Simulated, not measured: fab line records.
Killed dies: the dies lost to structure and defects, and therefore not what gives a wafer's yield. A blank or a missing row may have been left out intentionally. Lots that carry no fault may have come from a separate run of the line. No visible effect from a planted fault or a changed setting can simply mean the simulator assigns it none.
Which tool was responsible? ; flow gf180mcu ; 11 lots with 33 wafers sampled at 5 steps, on a route of 602 steps

== WHAT THE GAUGES SHOWED, per wafer ==
GF_V2_THK_MEAS_03.
lot;measured;on;V2_CVD_02_THK (nm)
L186;day 19 09:04;film-metro-03;874 876 879
L188;day 20 03:46;film-metro-04;841 879 872
L189;day 20 15:32;film-metro-01;862 845 859
L190;day 21 08:50;film-metro-01;851 855 865
L194;day 22 15:26;film-metro-04;816 806 811
L197;day 24 09:15;film-metro-04;817 819 812
L200;day 25 01:15;film-metro-04;847 846 852
L204;day 25 21:41;film-metro-03;831 843 853
L205;day 26 05:04;film-metro-04;844 851 854
L206;day 26 09:23;film-metro-03;841 855 841
L208;day 26 23:35;film-metro-04;856 874 855

== WHAT TOOL EACH LOT RAN ON (gives the tool, then ch and the chambers of the sampled wafers, and finally the start) ==
lot;GF_M2_SPUTTER_02;GF_M2_SPUTTER_03;GF_M2_STRIP_17;GF_V2_CVD_02
L186;pvd-sputter-04, day 18 07:53;pvd-sputter-04, day 18 07:55;plasma-asher-03 ch 0,1, day 19 08:19;pecvd-01 ch 1,2, day 19 08:59
L188;pvd-sputter-03, day 19 02:44;pvd-sputter-03, day 19 02:46;plasma-asher-03 ch 0,1, day 20 03:01;pecvd-01 ch 0,1,2, day 20 03:41
L189;pvd-sputter-03, day 19 15:12;pvd-sputter-03, day 19 15:14;plasma-asher-02 ch 1, day 20 14:46;pecvd-02 ch 0,1,2, day 20 15:28
L190;pvd-sputter-02, day 20 07:35;pvd-sputter-02, day 20 07:37;plasma-asher-01 ch 0,1, day 21 08:07;pecvd-01 ch 1,2, day 21 08:45
L194;pvd-sputter-04, day 21 14:53;pvd-sputter-04, day 21 14:55;plasma-asher-02 ch 0,1, day 22 14:42;pecvd-01 ch 0,1,2, day 22 15:23
L197;pvd-sputter-03, day 23 09:24;pvd-sputter-03, day 23 09:26;plasma-asher-02 ch 0,1, day 24 08:27;pecvd-01 ch 0,1, day 24 09:09
L200;pvd-sputter-03, day 24 01:56;pvd-sputter-03, day 24 01:58;plasma-asher-01 ch 0,1, day 25 00:31;pecvd-03 ch 0,1,2, day 25 01:11
L204;pvd-sputter-02, day 24 22:58;pvd-sputter-02, day 24 23:00;plasma-asher-01 ch 0,1, day 25 20:54;pecvd-03 ch 0,1, day 25 21:36
L205;pvd-sputter-02, day 25 07:12;pvd-sputter-02, day 25 07:14;plasma-asher-01 ch 0,1, day 26 04:16;pecvd-03 ch 0,2, day 26 04:59
L206;pvd-sputter-02, day 25 11:37;pvd-sputter-02, day 25 11:38;plasma-asher-02 ch 0,1, day 26 08:37;pecvd-03 ch 0,2, day 26 09:18
L208;pvd-sputter-03, day 26 02:11;pvd-sputter-03, day 26 02:13;plasma-asher-01 ch 0,1, day 26 22:49;pecvd-02 ch 0,2, day 26 23:29
- GF_M2_SPUTTER_02: material AlCu, target thk 450 nm, time 23.9 s.
- GF_M2_SPUTTER_03: material Ti, target thk 10 nm, time 6.7 s.
- GF_M2_STRIP_17: strips in O2/N2.
- GF_V2_CVD_02: deposits SiO2 from TEOS, target thk 850 nm, time 94.851 s.

== THE ANSWER, worked out from the rows above alone ==
Rule: the usual values come from the lots themselves. Put in order of their means at a reading, lots are off if they are a third of the lots or fewer, leave a main group of 4 or more, and stand apart from it by a gap of 3 or more times the standard deviation of the main group's means; of several such gaps the widest counts. If all means in a main group match to the digits the tables above print for the reading, that group is not used. Also off: a lot with no number at a reading for which 4 or more lots have one. Any other lot the step has rows for is counted as sound.
No lot is off on any of the readings shown, so nothing can be concluded from this.

== WHAT THE SIMULATOR PUT IN ==
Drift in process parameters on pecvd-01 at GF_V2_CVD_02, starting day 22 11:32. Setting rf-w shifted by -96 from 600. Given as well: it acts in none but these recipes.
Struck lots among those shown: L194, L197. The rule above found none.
